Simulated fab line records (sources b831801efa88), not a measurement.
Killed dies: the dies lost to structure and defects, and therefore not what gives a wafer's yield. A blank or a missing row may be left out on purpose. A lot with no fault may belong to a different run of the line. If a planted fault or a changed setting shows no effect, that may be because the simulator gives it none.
The tool behind it: which one?	flow sky130	27 wafers from 9 lots sampled at 6 of the route's 708 steps

## WHAT THE GAUGES READ, wafer by wafer
SKY_METAL5_RS_MEAS_05: measures by four-point-probe. Usual: METAL5_ALCU_RS typically reads 0.0271 ohm/sq, with standard deviation 0.00026.
lot	measured	on	METAL5_ALCU_RS (ohm/sq)	flag
L836	day 44 06:07	film-metro-04	0.02706 0.02689 0.02706	
L837	day 44 08:52	film-metro-04	0.02721 0.02737 0.02727	
L838	day 44 16:20	film-metro-02	0.02739 0.02724 0.02743	
L839	day 44 19:08	film-metro-04	0.02675 0.02666 0.027	
L844	day 45 19:58	film-metro-03	0.02735 0.02758 0.02737	
L845	day 46 08:24	film-metro-02	0.02711 0.02714 0.02711	
L848	day 46 19:41	film-metro-02	0.02736 0.02735 0.02717	
L847	day 46 21:24	film-metro-04	0.03167 0.02676 0.02716	OFF
L849	day 47 20:14	film-metro-04	0.02723 0.02726 0.02721	

SKY_METAL5_THK_MEAS_06: measures by xrf. Usual: METAL5_ALCU_THK typically reads 1153 nm, with standard deviation 13.
lot	measured	on	METAL5_ALCU_THK (nm)	flag
L836	day 44 06:13	film-metro-04	1168 1170 1164	
L837	day 44 08:59	film-metro-04	1159 1146 1156	
L838	day 44 16:26	film-metro-02	1135 1135 1133	
L839	day 44 19:16	film-metro-04	1182 1176 1162	
L844	day 45 20:04	film-metro-03	1142 1136 1144	
L845	day 46 08:31	film-metro-02	1141 1148 1150	
L848	day 46 19:47	film-metro-02	1137 1133 1149	
L847	day 46 21:31	film-metro-04	993 1171 1157	OFF
L849	day 47 20:20	film-metro-04	1146 1148 1142	

## WHICH TOOL RAN EACH LOT (tool, then ch and the chambers of the sampled wafers, then the start)
lot	SKY_VIA1_ETCH_14	SKY_METAL2_DESCUM_17	SKY_VIA2_ETCH_15	SKY_METAL5_SPUTTER_02
L836	rie-diel-04 ch 0,2, day 35 14:04	rie-metal-02 ch 0,1, day 36 17:28	rie-diel-02 ch 0,2,3, day 37 21:13	pvd-sputter-04, day 44 05:58
L837	rie-diel-01 ch 0,1,2, day 35 17:01	rie-metal-04 ch 0, day 36 21:28	rie-diel-02 ch 0,3, day 38 00:09	pvd-sputter-04, day 44 08:45
L838	rie-diel-02 ch 0,1, day 36 01:55	rie-metal-02 ch 0, day 37 05:34	rie-diel-04 ch 1,2, day 38 08:37	pvd-sputter-04, day 44 16:11
L839	rie-diel-04 ch 1,2,3, day 36 04:53	rie-metal-04 ch 0, day 37 07:55	rie-diel-04 ch 0,1,2, day 38 10:31	pvd-sputter-04, day 44 19:01
L844	rie-diel-01 ch 1,2,3, day 37 10:10	rie-metal-04 ch 0,1, day 38 12:38	rie-diel-02 ch 1,3, day 39 14:00	pvd-sputter-01, day 45 19:48
L845	rie-diel-04 ch 0,3, day 38 01:22	rie-metal-02 ch 0,1, day 39 03:16	rie-diel-04 ch 0,1, day 40 05:16	pvd-sputter-01, day 46 08:16
L848	rie-diel-04 ch 0,1,3, day 38 13:46	rie-metal-04 ch 0,1, day 39 16:16	rie-diel-02 ch 0,1, day 40 17:52	pvd-sputter-04, day 46 19:32
L847	rie-diel-04 ch 0,1,2, day 38 16:38	rie-metal-03 ch 0,1, day 39 18:19	rie-diel-03 ch 1,2, day 40 20:12	pvd-sputter-01, day 46 21:16
L849	rie-diel-02 ch 0,1,3, day 39 18:07	rie-metal-04 ch 0,1, day 40 20:17	rie-diel-04 ch 0,1, day 41 22:48	pvd-sputter-04, day 47 20:04
- SKY_VIA1_ETCH_14: etches BARC in N2/H2, stops on SiO2, time 45.9 s, target depth 60 nm.
- SKY_METAL2_DESCUM_17: chemistry O2, time 8 s.
- SKY_VIA2_ETCH_15: etches SiO2 in C4F8/O2/Ar, stops on TiN, target depth 546 nm, time 84 s.
- SKY_METAL5_SPUTTER_02: material AlCu, target thk 1150 nm, time 61.2 s.

## AS READ BY THE TOOLS THEMSELVES (means over the sampled wafers that have a number; for cases with no such wafer, the mark the record gives instead)
SKY_VIA1_ETCH_14. Usual: bias-w 100.00 W, standard deviation 0.3; drypump-motor-current-A 5.9 A, standard deviation 0.47; oes-product-au 0.855 a.u., standard deviation 0.005; throttle-valve-pct 13.225 %, standard deviation 0.009.
lot	tool	bias-w (W)	drypump-motor-current-A (A)	oes-product-au (a.u.)	throttle-valve-pct (%)	flag
L836	rie-diel-04	100.16	5.7	0.854	13.224	
L837	rie-diel-01	99.97	5.9	0.853	13.219	
L838	rie-diel-02	100.21	6.1	0.856	13.222	
L839	rie-diel-04	99.81	6.2	0.852	13.223	
L844	rie-diel-01	100.02	5.8	0.851	13.224	
L845	rie-diel-04	100.17	5.8	0.855	13.224	
L848	rie-diel-04	100.23	5.9	0.855	13.221	
L847	rie-diel-04	99.94	6.0	0.857	13.222	
L849	rie-diel-02	99.84	6.1	0.854	13.218	

SKY_METAL2_DESCUM_17. Usual: drypump-motor-current-A 5.70 A, standard deviation 0.2; oes-product-au 0.995 a.u., standard deviation 0.0085; temp-c 39.99 C, standard deviation 0.11.
lot	tool	drypump-motor-current-A (A)	oes-product-au (a.u.)	temp-c (C)	flag
L836	rie-metal-02	5.69	1.000	39.96	
L837	rie-metal-04	5.42	0.992	39.92	
L838	rie-metal-02	5.72	0.993	39.87	
L839	rie-metal-04	5.41	0.992	39.88	
L844	rie-metal-04	5.70	0.985	40.08	
L845	rie-metal-02	5.68	0.999	39.84	
L848	rie-metal-04	5.68	0.995	40.01	
L847	rie-metal-03	5.90	0.999	40.11	
L849	rie-metal-04	5.51	0.988	39.89	

SKY_VIA2_ETCH_15. Usual: bias-w 1200 W, standard deviation 3.7; oes-product-au 0.940 a.u., standard deviation 0.0048.
lot	tool	bias-w (W)	oes-product-au (a.u.)	flag
L836	rie-diel-02	1196	0.940	
L837	rie-diel-02	1196	0.939	
L838	rie-diel-04	1203	0.941	
L839	rie-diel-04	1200	0.940	
L844	rie-diel-02	1198	0.942	
L845	rie-diel-04	1201	0.946	
L848	rie-diel-02	1203	0.938	
L847	rie-diel-03	1202	0.938	
L849	rie-diel-04	1205	0.937	

SKY_METAL5_SPUTTER_02. Usual: throttle-valve-pct 30.5 %, standard deviation 0.72.
lot	tool	throttle-valve-pct (%)	flag
L836	pvd-sputter-04	30.1	
L837	pvd-sputter-04	31.0	
L838	pvd-sputter-04	29.6	
L839	pvd-sputter-04	30.7	
L844	pvd-sputter-01	30.9	
L845	pvd-sputter-01	30.3	
L848	pvd-sputter-04	29.7	
L847	pvd-sputter-01	30.5	
L849	pvd-sputter-04	30.0	

## THE ANSWER, worked out from the rows above alone
Rule: a lot counts as off when the mean over its wafers that have a number is more than 3 standard deviations away from the usual mean. A lot without any number at a reading at which 4 lots or more have one is off too. Where the step has rows for the other lots, those lots are counted as sound. After the gauges, taken in route order, come the tools' own readings; for these a lot's mean is taken, as printed above. The first step at which some lot is off is used, and at that step the reading that is off furthest; a lot without a number counts as furthest.
Off: L847, at SKY_METAL5_RS_MEAS_05 (METAL5_ALCU_RS).
A tool fits if, at a process step before that reading, it ran every lot that is off, and no sound lot after the first of them. Those tools and the gauges at SKY_METAL5_RS_MEAS_05 are tried in the same way. Can't be told from this: 4 tools fit, rie-diel-04 at SKY_VIA1_ETCH_14, rie-metal-03 at SKY_METAL2_DESCUM_17, rie-diel-03 at SKY_VIA2_ETCH_15, pvd-sputter-01 at SKY_METAL5_SPUTTER_02.

## WHAT THE SIMULATOR HAD PUT IN
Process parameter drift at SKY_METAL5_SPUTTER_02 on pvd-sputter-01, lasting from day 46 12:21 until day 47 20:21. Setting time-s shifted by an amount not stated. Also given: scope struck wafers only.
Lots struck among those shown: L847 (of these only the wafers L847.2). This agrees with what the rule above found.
